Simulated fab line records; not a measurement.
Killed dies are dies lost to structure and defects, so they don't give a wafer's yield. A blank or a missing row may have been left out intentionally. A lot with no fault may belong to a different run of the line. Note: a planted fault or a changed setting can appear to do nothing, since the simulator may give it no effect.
Which tool is to blame? | flow sky130 | 39 wafers from 13 lots sampled at 2 of the route's 708 steps

== WHAT THE GAUGES READ, wafer by wafer ==
SKY_VT_ADJUST_HVTP_TW_MEAS_11.
lot  | measured     | on           | VT_ADJUST_HVTP_TW
L190 | day 6 01:41  | filmMetro-03 | 1373 1378 1369
L193 | day 6 17:13  | filmMetro-03 | 1373 1369 1375
L195 | day 7 05:22  | filmMetro-01 | 1338 1340 1342
L196 | day 7 12:43  | filmMetro-01 | 1351 1346 1344
L197 | day 7 21:07  | filmMetro-02 | 1351 1359 1354
L200 | day 8 20:46  | filmMetro-01 | 1349 1347 1345
L199 | day 8 21:01  | filmMetro-01 | 1355 1353 1353
L203 | day 9 09:44  | filmMetro-03 | 1374 1370 1370
L204 | day 9 16:55  | filmMetro-01 | 639 641 638 639 641 639
L205 | day 9 22:21  | filmMetro-03 | 668 670 666 664 671 666
L211 | day 11 13:59 | filmMetro-01 | 1348 1349 1349
L212 | day 11 19:55 | filmMetro-01 | 1346 1349 1353
L213 | day 12 04:35 | filmMetro-01 | 1359 1349 1356

== WHICH TOOL RAN EACH LOT (tool, then ch and the chambers of the sampled wafers, then the start) ==
lot  | SKY_VT_ADJUST_HVTP_IMPLANT_09
L190 | implanter-02 ch 0, day 6 01:26
L193 | implanter-02 ch 0, day 6 16:58
L195 | implanter-01 ch 0, day 7 05:07
L196 | implanter-01 ch 0, day 7 12:28
L197 | implanter-01 ch 0, day 7 20:52
L200 | implanter-01 ch 0, day 8 20:32
L199 | implanter-01 ch 0, day 8 20:46
L203 | implanter-03 ch 0, day 9 09:31
L204 | implanter-01 ch 0, day 9 16:41
L205 | implanter-01 ch 0, day 9 22:08
L211 | implanter-03 ch 0, day 11 13:46
L212 | implanter-03 ch 0, day 11 19:40
L213 | implanter-03 ch 0, day 12 04:20
- SKY_VT_ADJUST_HVTP_IMPLANT_09

== WHAT THE TOOLS THEMSELVES READ (means of the sampled wafers that have a number; where no wafer has one, the mark that the record gives instead) ==
SKY_VT_ADJUST_HVTP_IMPLANT_09.
lot  | tool         | doseIonsCm2 | faradayCurrentUA
L190 | implanter-02 | 4.3e+12     | 24.3
L193 | implanter-02 | 4.3e+12     | 23.9
L195 | implanter-01 | 4.3e+12     | 24.2
L196 | implanter-01 | 4.3e+12     | 24.7
L197 | implanter-01 | 4.3e+12     | 24.1
L200 | implanter-01 | 4.3e+12     | 24.4
L199 | implanter-01 | 4.3e+12     | 24.2
L203 | implanter-03 | 4.3e+12     | 24.5
L204 | implanter-01 | 4.3e+11     | 2.4
L205 | implanter-01 | 4.3e+11     | 2.3
L211 | implanter-03 | 4.3e+12     | 24.9
L212 | implanter-03 | 4.3e+12     | 24.1
L213 | implanter-03 | 4.3e+12     | 24.0

== THE ANSWER, worked out from the rows above alone ==
Rule: the usual values come from the lots themselves. The widest of any qualifying gaps counts: lots, ordered by their means at a reading, are off when they make up no more than a third of the lots, leave a main group of 4 or more, and stand apart from it by 3 or more times the standard deviation of that group's means. If all means in a main group match to the digits the tables above print for the reading, that group is not used. A lot without any number at a reading at which 4 lots or more have one is off too. Where the step has rows for the other lots, those lots are counted as sound. After the gauges, taken in route order, come the tools' own readings; for these a lot's mean is taken, as printed above. The first step at which some lot is off is used, and at that step the reading that is off furthest; a lot without a number counts as furthest.
Off: L204, L205, at SKY_VT_ADJUST_HVTP_TW_MEAS_11 (VT_ADJUST_HVTP_TW). Mean 1356 and standard deviation 11 in the main group.
A tool fits if, at a process step before that reading, it ran every lot that is off, and no sound lot after the first of them. The gauges at SKY_VT_ADJUST_HVTP_TW_MEAS_11 aren't tried: what is off there is off at SKY_VT_ADJUST_HVTP_IMPLANT_09 too, on other tools, and a gauge's error can't cause that. One fits: SKY_VT_ADJUST_HVTP_IMPLANT_09 on implanter-01. A fault onset in the window from L199 (day 8 20:46, its last sound lot) to L204 (day 9 16:41, its first lot off) fits.
The tool's own readings at SKY_VT_ADJUST_HVTP_IMPLANT_09 bear it out: on the lots that are off they differ by more than 5 times the standard deviation of the sound lots' means. doseIonsCm2 reads 4.3e+11 there against 4.3e+12 on the sound lots; faradayCurrentUA reads 2.3 there against 24.3 on the sound lots.

== WHAT THE SIMULATOR PUT IN ==
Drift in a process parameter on implanter-01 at SKY_VT_ADJUST_HVTP_IMPLANT_09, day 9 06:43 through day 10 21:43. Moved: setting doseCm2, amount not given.
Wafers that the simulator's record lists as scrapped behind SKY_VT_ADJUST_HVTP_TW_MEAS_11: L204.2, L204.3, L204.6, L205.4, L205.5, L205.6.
Lots struck among those shown: L204, L205. The rule given above showed the same thing.
